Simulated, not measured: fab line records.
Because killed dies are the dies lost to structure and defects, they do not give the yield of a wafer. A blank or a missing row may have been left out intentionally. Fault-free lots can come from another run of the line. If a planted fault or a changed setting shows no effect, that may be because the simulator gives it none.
fab line records -- flow sky130
[record] lots = 4, wafers = 12, last-day = 52
route steps=708 shown METAL4@635 VIA4@639 METAL5@661 PAD_OPEN@708
lots that met no fault: taken from a fault-free run of the same line
start-h: hours from the record's first day to the start of the lot's first wafer shown -- wait-h: time in hours since the lot's previous step -- " same as the row above -- L1.1+2: several wafers, shown together as one row -- - value missing, or start not given -- * or withheld: withheld -- < > ~ a bound
route shown NAME@n: a module of which the file shows steps, and the number in the route of the first -- usual: average and standard deviation across the fault-free wafers -- same: alike in all rows -- chamber/n: place in a boat -- sites: per-site readings -- _std_site: how widely they spread, as a standard deviation -- _edge_site: inner sites' mean taken away from outer sites' mean -- radius-mm: how far each site lies from the wafer's centre -- mask NAME#n: copy n -- behind: the tool/chamber that last shaped the wafer -- hold: why the lot was held/for how many hours/how that ended -- device: transistor that didn't switch, given as n, p or np -- end of line: tests run on the same wafers once the route is complete -- step lacking rows: just its recipe -- killed: dies lost to structure and defects at the first sort, not the wafer's yield -- map: shows each die of a wafer: x if killed, . if not, _ if none is there
set.NAME: the setting as run; set.NAME@STEP: as run at that earlier step -- model.NAME: the simulator's own value behind a step, which no gauge read
certain route steps with their lots: each step a table, each wafer a row
services: the hour from which a tool's chamber was out of use, counted from the record's first day as start-h (under 0 if before that day), plus the number of hours and why
[[steps]]
[step SKY_METAL4_STRIP_19]
[recipe] chemistry = O2/N2, power-w = 1400, pressure-mtorr = 1500, platen-temp-c = withheld, o2-flow-sccm = 3000, n2-flow-sccm = 300, overash-fraction = 0.5
[step SKY_METAL4_STRIP_20]
[recipe] chemistry = post-etch-residue-remover, time-s = 1200, temp-c = 72.5
[step SKY_METAL4_CLEAN_21]
[recipe] chemistry = IPA, time-s = 180, temp-c = 25
[step SKY_METAL4_CLEAN_22]
[recipe] chemistry = O3/DIW, dry = n2-spin
[step SKY_VIA4_HDPCVD_00]
[recipe] material = SiO2, target-thk-nm = 1750, sigma-open-frac = 0.3, time-s = 291.7, temp-c = 400, sih4-flow-sccm = 60, pressure-mtorr = 6
[step SKY_VIA4_CMP_02]
[recipe] material = SiO2, down-force-psi = 4, platen-rpm = 60, pad-velocity-m-s = 0.94248
[step SKY_VIA4_DEHYDRATE_04]
[recipe] temp-c = 200, time-s = 60
[step SKY_VIA4_HMDS_05]
[recipe] prime-time-s = 60, prime-temp-c = 120
[step SKY_VIA4_COAT_06]
[recipe] resist = NOVOLAK, spin-rpm = 3000, resist-thk-nm = 1140
[step SKY_VIA4_SOFTBAKE_07]
[recipe] temp-c = 90, time-s = 60, resist = NOVOLAK
[step SKY_VIA4_EXPOSE_08]
[recipe] mask-id = VIM4, na = 0.6, source-shape = conventional, sigma-outer = 0.6, polarization = unpolarized, target-cd-nm = 800, dose-mj = 132
lot.wafer,tool,chamber,start-h,wait-h,mask
L476.2+3+6,iline-stepper-02,0,1040.12,-,VIM4#0
L489.1+3+6,iline-stepper-02,0,1163.40,-,VIM4#0
L496.1+2+3,iline-stepper-02,0,1175.89,-,VIM4#0
L494.2+4+6,iline-stepper-02,0,1180.04,-,VIM4#0
[step SKY_VIA4_PEB_09]
[recipe] temp-c = withheld, time-s = *, resist = NOVOLAK
[step SKY_VIA4_DEVELOP_10]
[recipe] resist = NOVOLAK, developer = TMAH, develop-time-s = 60, dev-temp-c = 23
[step SKY_VIA4_ETCH_12]
[recipe] target = SiO2, chemistry = C4F8/O2/Ar, stop-on = TiN, mask-material = NOVOLAK, source-w = 1500, bias-w = 1200, pressure-mtorr = 40, c4f8-flow-sccm = withheld, O2_flow_sccm = 6, Ar_flow_sccm = 300, time-s = withheld, target-depth-a = 5800
[usual] chamber-pressure-mTorr = 40.00/0.036, oes-product-au = 0.926/0.0048
lot.wafer,tool,chamber,start-h,wait-h,chamber-pressure-mTorr,oes-product-au,model.VIA4.cd-nm
L476.2,rie-diel-01,0,1052.46,0.0,39.98,0.930,801.8
L476.3,rie-diel-01,2,1052.46,0.0,40.00,0.931,803.4
L476.6,rie-diel-01,0,1052.46,0.0,39.94,0.927,799.6
L489.1,rie-diel-01,3,1171.78,0.0,40.03,0.923,800
L489.3,rie-diel-01,2,1171.78,0.0,40.00,0.925,796.6
L489.6,rie-diel-01,0,1171.78,0.0,39.95,0.917,793.8
L496.1,rie-diel-03,3,1185.01,0.0,40.04,0.935,923.5
L496.2,rie-diel-03,0,1185.01,0.0,39.98,0.927,800.2
L496.3,rie-diel-03,2,1185.01,0.0,40.02,0.934,796.8
L494.2,rie-diel-01,3,1188.21,0.0,39.97,0.933,802.1
L494.4,rie-diel-01,2,1188.21,0.0,40.00,0.937,929.1
L494.6,rie-diel-01,0,1188.21,0.0,40.04,0.926,927.8
[step SKY_VIA4_STRIP_13]
[recipe] chemistry = O2/N2, power-w = 1400, pressure-mtorr = 1500, platen-temp-c = withheld, o2-flow-sccm = 3000, n2-flow-sccm = 300, overash-fraction = 0.5
[step SKY_VIA4_STRIP_14]
[recipe] chemistry = post-etch-residue-remover, time-s = 1200, temp-c = 72.5
[step SKY_VIA4_CLEAN_15]
[recipe] chemistry = IPA, time-s = 180, temp-c = 25
[step SKY_VIA4_CLEAN_16]
[recipe] chemistry = O3/DIW, dry = n2-spin
[step SKY_VIA4_SPUTTER_17]
[recipe] material = TiN, target-thk-nm = 20, chamber-pressure-pa = 5, power-w = 4000, time-s = 80
[step SKY_VIA4_CVD_18]
[recipe] material = W, target-thk-nm = 505, time-s = 152.14, temp-c = 400, pressure-torr = 40
[step SKY_VIA4_CMP_21]
[recipe] stop-on = SiO2, t-overpolish-s = 25, down-force-psi = 3.5, platen-rpm = 60, target-thk-nm = 0, pad-velocity-m-s = 0.94248
[step SKY_METAL5_SPUTTER_00]
[recipe] material = Ti, target-thk-nm = 15, power-w = 3000, time-s = 10, chamber-pressure-pa = 0.4
[step SKY_METAL5_SPUTTER_01]
[recipe] material = TiN, target-thk-nm = 20, power-w = 6500, time-s = 16.7, chamber-pressure-pa = 0.4
[step SKY_METAL5_SPUTTER_02]
[recipe] material = AlCu, target-thk-nm = 1150, power-w = 10600, time-s = 61.2, chamber-pressure-pa = 0.4
[step SKY_METAL5_SPUTTER_03]
[recipe] material = Ti, target-thk-nm = 5, power-w = 3000, time-s = 3.3, chamber-pressure-pa = 0.4
[step SKY_METAL5_SPUTTER_04]
[recipe] material = TiN, target-thk-nm = 70, power-w = 6500, time-s = 58.3, chamber-pressure-pa = 0.4
[step SKY_METAL5_DEHYDRATE_07]
[recipe] temp-c = 200, time-s = 60
[step SKY_METAL5_HMDS_08]
[recipe] prime-time-s = 60, prime-temp-c = 120
[step SKY_METAL5_COAT_09]
[recipe] resist = NOVOLAK, spin-rpm = 3000, resist-thk-nm = 1800
[step SKY_METAL5_SOFTBAKE_10]
[recipe] temp-c = 90, time-s = 60, resist = NOVOLAK
[step SKY_METAL5_EXPOSE_11]
[recipe] mask-id = MM5, na = 0.6, source-shape = conventional, sigma-outer = 0.6, polarization = unpolarized, target-cd-nm = 1600, dose-mj = 190
[step SKY_METAL5_PEB_12]
[recipe] temp-c = withheld, time-s = *, resist = NOVOLAK
[step SKY_METAL5_DEVELOP_13]
[recipe] resist = NOVOLAK, developer = TMAH, develop-time-s = 60, dev-temp-c = 23
[step SKY_METAL5_DESCUM_14]
[recipe] chemistry = O2, source-power-w = 150, bias-power-w = 0, pressure-mtorr = 10, temp-c = 40, time-s = 11
[step SKY_METAL5_METAL_ETCH_15]
[recipe] target-depth-a = 12600, stop-on = SiO2, over-etch-frac = 0.2, time-s = 252, chemistry = Cl2/BCl3, resist-sidewall-deg = 86, pressure-mtorr = 10, icp-w = 900, bias-w = 48.5, Cl2_flow_sccm = 60, bcl3-flow-sccm = 30
[step SKY_PAD_OPEN_PROBE_99]
[usual] defect-limited-yield = 82.5/1.8, killed_at_M0_to_M3 = 45/6.3, killed_at_M4_up = 2.8/1.6, killed-at-contacts = 24/5.1, killed-at-front-end = 14/4.4, killed-at-other = 0.4/0.73, killed-dies = 86/9, killed-on-rim = 17/3.8, killed-open = 47/7.8, killed-short = 39/6.6, sort_bin_3_pad_short = 0.8/0.42, sort_bin_5_function = 10.3/1.4, sort_bin_6_memory = 6.3/1.2, sort-n-pass = 406/9, sort-yield-pct = 82.5/1.8
[same] gross-dies = 492, killed-at-back-side = 0, sort_bin_4_leakage[%] = 0, sort_bin_8_speed[%] = 0
lot.wafer,tool,chamber,start-h,wait-h,defect-limited-yield[%],killed_at_M0_to_M3,killed_at_M4_up,killed-at-contacts,killed-at-front-end,killed-at-other,killed-dies,killed-on-rim,killed-open,killed-short,sort_bin_3_pad_short[%],sort_bin_5_function[%],sort_bin_6_memory[%],sort-n-pass,sort-yield-pct[%]
L476.2,prober-02,-,1124.38,0.1,81.9,39,3,30,16,1,89,22,45,44,1.0,9.3,7.7,403,81.9
L476.3,prober-02,-,1124.43,0.2,82.1,39,3,25,21,0,88,18,52,36,0.8,10.2,6.9,404,82.1
L476.6,prober-02,-,1124.58,0.2,82.5,43,2,23,18,0,86,17,43,43,0.6,9.1,7.7,406,82.5
L489.1,prober-01,-,1229.03,0.1,84.6,39,3,21,13,0,76,15,45,31,0.4,8.1,6.9,416,84.6
L489.3,prober-01,-,1229.13,0.2,83.5,47,5,13,16,0,81,19,38,43,1.0,8.7,6.7,411,83.5
L489.6,prober-01,-,1229.28,0.2,83.3,49,2,22,8,1,82,19,39,43,1.0,9.8,5.9,410,83.3
L496.1,prober-01,-,1241.43,0.1,60.0,47,111,25,13,1,197,68,47,40,22.8,12.8,4.5,295,60.0
L496.2,prober-01,-,1241.48,0.1,82.3,41,2,31,13,0,87,22,53,34,0,11.0,6.7,405,82.3
L496.3,prober-01,-,1241.53,0.2,83.9,38,8,18,15,0,79,15,40,39,0,9.3,6.7,413,83.9
L494.2,prober-02,-,1244.26,0.1,83.7,44,4,17,15,0,80,11,42,38,0.4,9.1,6.7,412,83.7
L494.4,prober-02,-,1244.36,0.2,56.7,45,124,29,14,1,213,66,42,48,25.8,11.0,6.5,279,56.7
L494.6,prober-02,-,1244.46,0.2,59.8,43,124,19,12,0,198,72,33,46,25.0,9.3,5.9,294,59.8
// killed by level:class
L476.2 CONTACT:geometric-particle:open=11 LI_CONTACT:geometric-particle:open=8 VIA1:geometric-particle:open=8 METAL1:geometric-particle:short=8 LI_CONTACT:geometric-particle:short=6 VIA1:geometric-particle:short=5 FIELD_ISO:geometric-particle:short=4 POLY_GATE:geometric-particle:open=4
L476.3 LI_CONTACT:geometric-particle:open=10 POLY_GATE:geometric-particle:open=9 VIA3:geometric-particle:open=8 METAL1:geometric-particle:short=6 LOCAL_INTERCONNECT:geometric-particle:short=5 CONTACT:geometric-particle:open=5 VIA1:geometric-particle:open=5 FIELD_ISO:geometric-particle:short=4
L476.6 LI_CONTACT:geometric-particle:open=10 VIA1:geometric-particle:open=8 POLY_GATE:geometric-particle:short=7 VIA3:geometric-particle:open=7 VIA1:geometric-particle:short=6 VIA2:geometric-particle:open=6 CONTACT:geometric-particle:open=5 METAL1:geometric-particle:short=5
L489.1 VIA2:geometric-particle:open=8 VIA1:geometric-particle:open=7 LI_CONTACT:geometric-particle:open=7 CONTACT:geometric-particle:open=6 VIA3:geometric-particle:open=5 CONTACT:geometric-particle:short=5 METAL1:geometric-particle:short=5 FIELD_ISO:geometric-particle:open=4
L489.3 VIA1:geometric-particle:open=12 FIELD_ISO:geometric-particle:short=7 VIA2:geometric-particle:open=7 METAL1:geometric-particle:short=6 METAL2:geometric-particle:short=6 VIA3:geometric-particle:open=5 POLY_GATE:geometric-particle:short=4 LI_CONTACT:geometric-particle:open=3
L489.6 VIA1:geometric-particle:open=10 METAL3:geometric-particle:short=7 VIA2:geometric-particle:open=7 VIA3:geometric-particle:open=7 LOCAL_INTERCONNECT:geometric-particle:short=6 LI_CONTACT:geometric-particle:open=5 CONTACT:geometric-particle:open=5 METAL2:geometric-particle:short=5
L496.1 VIA4:area-expose=109 VIA2:geometric-particle:open=11 CONTACT:geometric-particle:open=10 CONTACT:geometric-particle:short=8 FIELD_ISO:geometric-particle:open=6 METAL2:geometric-particle:short=6 VIA1:geometric-particle:short=5 VIA3:geometric-particle:open=5
L496.2 CONTACT:geometric-particle:open=13 VIA2:geometric-particle:open=9 LI_CONTACT:geometric-particle:open=7 VIA3:geometric-particle:open=7 CONTACT:geometric-particle:short=6 VIA1:geometric-particle:open=6 FIELD_ISO:geometric-particle:short=4 LI_CONTACT:geometric-particle:short=4
L496.3 VIA1:geometric-particle:open=9 VIA2:geometric-particle:open=7 CONTACT:geometric-particle:open=7 METAL2:geometric-particle:short=7 METAL4:geometric-particle:short=7 FIELD_ISO:geometric-particle:open=6 METAL1:geometric-particle:short=5 LOCAL_INTERCONNECT:geometric-particle:short=4
L494.2 VIA1:geometric-particle:open=16 CONTACT:geometric-particle:open=6 FIELD_ISO:geometric-particle:short=5 LOCAL_INTERCONNECT:geometric-particle:short=5 VIA1:geometric-particle:short=5 VIA2:geometric-particle:open=5 FIELD_ISO:geometric-particle:open=4 METAL1:geometric-particle:short=4
L494.4 VIA4:area-expose=122 CONTACT:geometric-particle:open=11 VIA1:geometric-particle:open=11 METAL2:geometric-particle:short=8 METAL1:geometric-particle:short=7 LI_CONTACT:geometric-particle:open=6 CONTACT:geometric-particle:short=6 VIA1:geometric-particle:short=6
L494.6 VIA4:area-expose=119 VIA1:geometric-particle:open=9 METAL1:geometric-particle:short=6 METAL2:geometric-particle:short=6 CONTACT:geometric-particle:short=5 FIELD_ISO:geometric-particle:short=4 LI_CONTACT:geometric-particle:short=4 CONTACT:geometric-particle:open=4
// map L494.4 (x killed, . not)
__________xxxxxxxxx._________
________xxxxxxx.x.x.xx_______
______.xxx.x.x.x.x.xxxx._____
_____.xxxxx.x......x...xx____
____x.x.x.x...x....x...x.x___
___x..x.xx..x........xxxxxx__
__xxxx.xx.x.x.....xx.x.x.x.x_
_xxxxx...x..x..x....xx..x..xx
_xxxx.x...x...............x..
_x..xx....xxx.x.......x...xxx
_xxx.x...x...........x...xxxx
_xx......x....x......xx.x.xxx
_xx.x......x....xx.....xx....
_xxx.....x.....x........x.xxx
_x.x.x...x..x..........xxx.x.
__..xxx....xx...xx.xx..x.xx._
___xx.x..xxx..x....x..xxx.x__
____x.x..x.....x.x.xxx...x___
_____.xxxx......x....xx..____
______..xx.xx.....xxx.x._____
________..x.x...xx..xx_______
__________xxxxxxxxx._________
// map L496.1 (x killed, . not)
__________xxxxx.xxxx_________
________xxxxxxx..xx..x_______
______xxxxxx.xxxx..xx.xx_____
_____.xxx....x.x....xxxxx____
____xxx.x...x..xx...x...xx___
___xx...x.x.x.x.......xx.x.__
__..x...x..........x...x.xxx_
_x.x.................x...x.xx
_xx.xx.x.....x..........x.xxx
_xxx.x...x..........x....xx.x
_xx...x.xx.......x...x.x.xx.x
_xxx.x.xx.....x...x...x.xxx..
_xxxxx.........x..........xx.
_xx.x.x.x.........x.......xx.
_xx..xx...x.......x...x..x.xx
__x..x....x.....x.x......xxx_
___x..xxxx..xxx..x........x__
____xxxxx..x.x....x.xx....___
_____.....xx...x....x....____
______x..xx.x...xxx....x_____
________xxx.x......xx._______
__________xxx.x.xxxx_________
[[services]]
tool,chamber,start-h,hours,kind
iline-stepper-02,-,1045.61,4.4,pm
rie-diel-01,1,1046.82,-,clean
rie-diel-01,1,1046.82,-,consumable-replace:showerhead
rie-diel-01,1,1046.82,23.3,scheduled-down
rie-diel-01,1,1046.82,23.3,vent-cycle
iline-stepper-02,-,1050.06,1.7,pm
rie-diel-03,3,1054.67,-,clean
rie-diel-03,3,1054.67,32.3,scheduled-down
rie-diel-03,3,1054.67,32.3,vent-cycle
iline-stepper-02,0,1057.00,-,calibration
rie-diel-01,-,1070.12,2.8,pm
rie-diel-01,2,1104.72,2.4,repair
[[key]]
[first-sign] step = SKY_PAD_OPEN_PROBE_99, reading = killed_at_M4_up, direction = up, sigmas = 72, usual = 2.8, struck = 119.7
[effect] step = SKY_PAD_OPEN_PROBE_99, reading = sort_bin_3_pad_short, direction = up, sigmas = 57, usual = 0.8, struck = 24.5
[model-effect] step = SKY_VIA4_ETCH_12, value = VIA4.cd-nm, without = 799.9, struck = 926.8
[more-kills-born-at] SKY_VIA4_EXPOSE_08@iline-stepper-02 = 350
met-at SKY_VIA4_EXPOSE_08
struck-wafers L494.4,L494.6,L496.1
onset-between 1163.40 1175.89
[fault] kind = process-parameter-drift, tool = iline-stepper-02, chamber = -, onset-h = 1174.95, steps = SKY_VIA4_EXPOSE_08, channel = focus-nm, offset = 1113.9, shape = step, end-h = 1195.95, scope = struck-wafers-only
